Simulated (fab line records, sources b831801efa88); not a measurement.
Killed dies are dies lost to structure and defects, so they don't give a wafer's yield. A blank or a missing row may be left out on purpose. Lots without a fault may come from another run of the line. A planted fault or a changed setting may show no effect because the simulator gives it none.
Which tool did it? | flow sky130 | 12 lots, 36 wafers sampled, at 1 step of a route of 708

WHAT THE GAUGES READ, wafer by wafer
SKY_FIELD_ISO_CD_MEAS_13: target cd 150 nm.
lot  | measured    | on        | cd_nm (nm)
L075 | day 2 10:32 | cd_sem-02 | 151.2 149.8 150.8
L077 | day 2 18:41 | cd_sem-02 | 150.6 150.1 150.8
L079 | day 3 07:11 | cd_sem-02 | 148.3 149.2 148.5
L081 | day 3 19:41 | cd_sem-01 | 148.7 149.2 148.8
L082 | day 4 03:04 | cd_sem-01 | 146.4 146.1 146.4
L085 | day 4 12:44 | cd_sem-01 | 148.5 150.3 148.5
L087 | day 5 00:33 | cd_sem-02 | 151.1 152.5 152.9
L089 | day 5 09:44 | cd_sem-02 | 148.9 147.3 148.8
L091 | day 5 21:25 | cd_sem-02 | 149.2 149.5 149.4
L093 | day 6 09:34 | cd_sem-01 | 150.2 149.4 150.4
L095 | day 6 17:30 | cd_sem-01 | 147.4 148.6 147.1
L097 | day 7 07:55 | cd_sem-02 | 147.6 146.7 148.0

WHICH TOOL RAN EACH LOT (tool, then ch and the chambers of the sampled wafers, then the start)
The record holds no process step before these readings.

THE ANSWER, worked out from the rows above alone
Rule: what is usual is taken from the lots themselves. Put in order of their means at a reading, lots are off if they are a third of the lots or fewer, leave a main group of 4 or more, and stand apart from it by a gap of 3 or more times the standard deviation of the main group's means; of several such gaps the widest counts. A main group whose means are all the same, to the digits that the tables above print for the reading, isn't used. A lot without any number at a reading at which 4 lots or more have one is off too. The other lots that the step has rows for count as sound.
No lot is off at any reading shown: from this, nothing can be told.

WHAT THE SIMULATOR HAD PUT IN
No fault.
